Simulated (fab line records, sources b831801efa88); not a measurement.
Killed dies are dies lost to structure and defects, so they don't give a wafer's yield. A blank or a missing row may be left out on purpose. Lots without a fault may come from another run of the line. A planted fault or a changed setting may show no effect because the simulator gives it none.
Problem report in the 8D (eight disciplines) form, filled by code | flow gf180mcu | the parts of the form that need people (team, actions taken, sign-off) are left out

1. THE PROBLEM
end_station_pressure_torr at GF_HV_LDD_IMPLANT_21 reads a mean of 3.84e-05 Torr on 6 wafers of 2 lots; wafers without a fault read 5.24e-06 Torr with a standard deviation of 3e-07. That is +99 or more standard deviations from the usual mean.
First seen on wafer L879.3, day 11 21:34, on implanter-01. The record holds 18 wafers of 6 lots with a number at this step. Rule for "out", or "out of limits": more than 4 standard deviations from the usual mean. The other wafers with a number count as sound.

2. WHAT IT IS AND WHAT IT IS NOT
question                    | is                        | is not
which readings at this step | end_station_pressure_torr | -
which lots                  | L879, L880                | L886, L895, L897, L898
which wafers of those lots  | all that have a number    | -
read on which tools         | implanter-01              | implanter-02, implanter-04
when                        | from day 11 21:34         | up to then (0 sound wafers); but 12 sound wafers of L886, L895, L897, L898 came after

3. SUSPECTS, AND WHAT RULES EACH OUT
Counting: a tool at a process step up to the reading stays a suspect if it ran every lot that is out and no sound lot after the first of them.
- implanter-01 at GF_HV_LDD_IMPLANT_21: ruled out as a lasting fault. Sound lots L895 ran on it after its first lot that is out, L879 (day 11 21:34).
Left after counting: nothing in the record.

4. THE CAUSE (what the simulator had put in)
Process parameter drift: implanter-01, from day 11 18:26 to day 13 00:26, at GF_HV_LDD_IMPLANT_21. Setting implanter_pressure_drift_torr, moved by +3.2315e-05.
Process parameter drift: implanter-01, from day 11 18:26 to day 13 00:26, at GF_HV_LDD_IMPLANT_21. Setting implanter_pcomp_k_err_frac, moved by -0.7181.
Counting ruled it out, wrongly.

5. THE CHAIN OF EFFECTS, in route order
Each row: a reading whose mean over the struck wafers that have a number lies more than 3 standard deviations from the usual. Only readings for which the record gives a usual standard deviation are gone through. hours: the time from each lot's start at the first step in this table that gives one to its start at this step, as a median over the lots. sigmas: the change in usual standard deviations.
hours | step                 | reading                   | usual         | on struck wafers | change    | sigmas
0     | GF_HV_LDD_IMPLANT_21 | end_station_pressure_torr | 5.24e-06 Torr | 3.84e-05         | +3.31e-05 | +99 or more
The process steps in it:
- GF_HV_LDD_IMPLANT_21

6. WHAT WOULD HAVE CAUGHT IT SOONER
In this record the first reading out of limits was taken at day 11 21:34, 3 hours after the fault began at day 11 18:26.
